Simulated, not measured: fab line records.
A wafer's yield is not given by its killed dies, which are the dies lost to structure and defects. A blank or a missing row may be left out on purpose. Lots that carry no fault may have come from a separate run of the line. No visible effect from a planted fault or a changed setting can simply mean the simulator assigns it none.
A struck lot beside a sound one	flow sky130	17 steps out of a route of 708
Sound: the wafers L332.2, L332.3, L332.5. Wafers L344.1, L344.2, L344.3 were the ones struck. Last of all comes the cause.
Order at every step that has rows: each side's tool, ch and its chambers, its first start. Under that, the readings that differ: sound wafers	struck wafers	difference of the means	sigmas: that difference in standard deviations of wafers without a fault.
alike: readings whose means differ by less than 2 such deviations, and words and numbers that are the same on both sides. not compared: withheld readings, readings that some wafer has no value for, bounds like >300 that may hide the same value, and numbers for which the record gives no deviation and whose values overlap.
Wherever a step has rows on one side only, a row that says differs or no value, or a row with sigmas, the two part there. Numbers that have no deviation but don't overlap get no sigmas and don't part them. Lack of a reading on every wafer of one side parts them only where that side has two or more wafers.

first, 5 steps without rows for these wafers: SKY_SD_N_COAT_02 (resist thk 1140 nm); SKY_SD_N_SOFTBAKE_03 (time 60 s); SKY_SD_N_EXPOSE_04 (exposes mask NSDM, target cd 380 nm); SKY_SD_N_PEB_05; SKY_SD_N_DEVELOP_06 (develop time 60 s).
SKY_SD_N_CD_MEAS_07: the cd target is 380 nm.
  sound on cd sem-01, day 28 08:49; struck on cd sem-02, day 32 15:05
  alike: cd nm
SKY_SD_N_OVL_MEAS_08:
  sound on overlay-02, day 28 08:55; struck on overlay-02, day 32 15:12
  alike: SD_N_OVL
then, 2 steps without rows for these wafers: SKY_SD_N_IMPLANT_09; SKY_SD_N_IMPLANT_10.
SKY_SD_N_STRIP_11: strips in O2/N2.
  sound on plasma asher-02 ch 0, day 28 09:15; struck on plasma asher-03 ch 0,1, day 32 15:32
  alike: drypump motor current A, oes product au, strip time to endpoint s
  not compared: rf hours counter h
SKY_SD_N_TW_MEAS_12:
  sound on film metro-02, day 28 09:22; struck on film metro-03, day 32 15:38
  alike: SD_N_TW
then, 1 step without rows for these wafers: SKY_SD_N_CLEAN_13 (cleans in SC1/SC2, time 150 s).
SKY_SD_N_RTA_14: time 2 s.
  sound on rtp anneal-02 ch 0, day 28 09:28; struck on rtp anneal-02 ch 0, day 32 15:45
reading	sound	struck	difference	sigmas
lamp power pct (%)	15.68 15.77 15.76	16.36 16.40 16.48	+0.68	+13
wafer_temp_C_max	1076.8 1076.4 1077.8	1100.7 1098.4 1099.8	+22.6	+17
SKY_SD_N_RS_MEAS_16: uses a four-point probe to measure.
  sound on film metro-01, day 28 09:39; struck on film metro-01, day 32 15:55
reading	sound	struck	difference	sigmas
SD_N_RS (ohm/sq)	68.38 68.44 68.36	64.38 64.41 64.43	-3.99	-40
SKY_SD_N_RS_MEAS_17: uses a four-point probe to measure.
  sound on film metro-01, day 28 09:46; struck on film metro-01, day 32 16:02
reading	sound	struck	difference	sigmas
SD_P_RS (ohm/sq)	147.0 146.8 147.0	127.5 128.0 128.0	-19.1	-58
SKY_SD_N_RS_MEAS_18: uses a four-point probe to measure.
  sound on film metro-01, day 28 09:53; struck on film metro-01, day 32 16:10
  alike: RES_XHIGH_RS
-- record jumps: 16 days separate the struck wafers' starts on either side; left off in module SD_N, taken up again in module PAD_OPEN, whose first shown step is the route's number 708 --
SKY_PAD_OPEN_PROBE_99:
  sound on prober-01, day 46 02:57; struck on prober-01, day 49 02:45
reading	sound	struck	difference	sigmas
model.etest.res xhigh po.line ohm um	5945 5833 5911	4529 4714 4800	-1215	
model.etest.res xhigh po.rs ohm sq	2106 2065 2035	1606 1661 1668	-424	
model.etest.pfet_01v8.r on ohm um	3068 3087 2989	2748 2834 2627	-312	
model.etest.res pdiff.line ohm um	1333 1390 1394	1187 1219 1186	-175	
model.etest.res high po.line ohm um	755.9 749.5 753.6	633.8 638.9 650.1	-112.1	
model.etest.licon high po.rc ohm	368 360.8 359.2	269.4 279.1 277.2	-87.4	
model.etest.res ndiff.line ohm um	727.7 761.1 745.8	712.9 714.2 708.7	-32.9	
model.etest.res high po.rs ohm sq	266.7 264.2 263	223.2 226.5 228.9	-38.4	
  alike: killed_at_M0_to_M3, killed_at_M4_up, killed at contacts, killed at front end, killed at other, killed dies, killed open, killed short

WHERE THEY PART
Last at SKY_SD_N_RS_MEAS_17 as far as this record goes, first at SKY_SD_N_RTA_14. Later steps at which nothing parts them and some readings are alike: SKY_SD_N_RS_MEAS_18, SKY_PAD_OPEN_PROBE_99.

WHY: what had been put in by the simulator
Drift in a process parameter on rtp anneal-02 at SKY_SD_N_RTA_14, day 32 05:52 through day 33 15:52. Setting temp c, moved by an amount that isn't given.
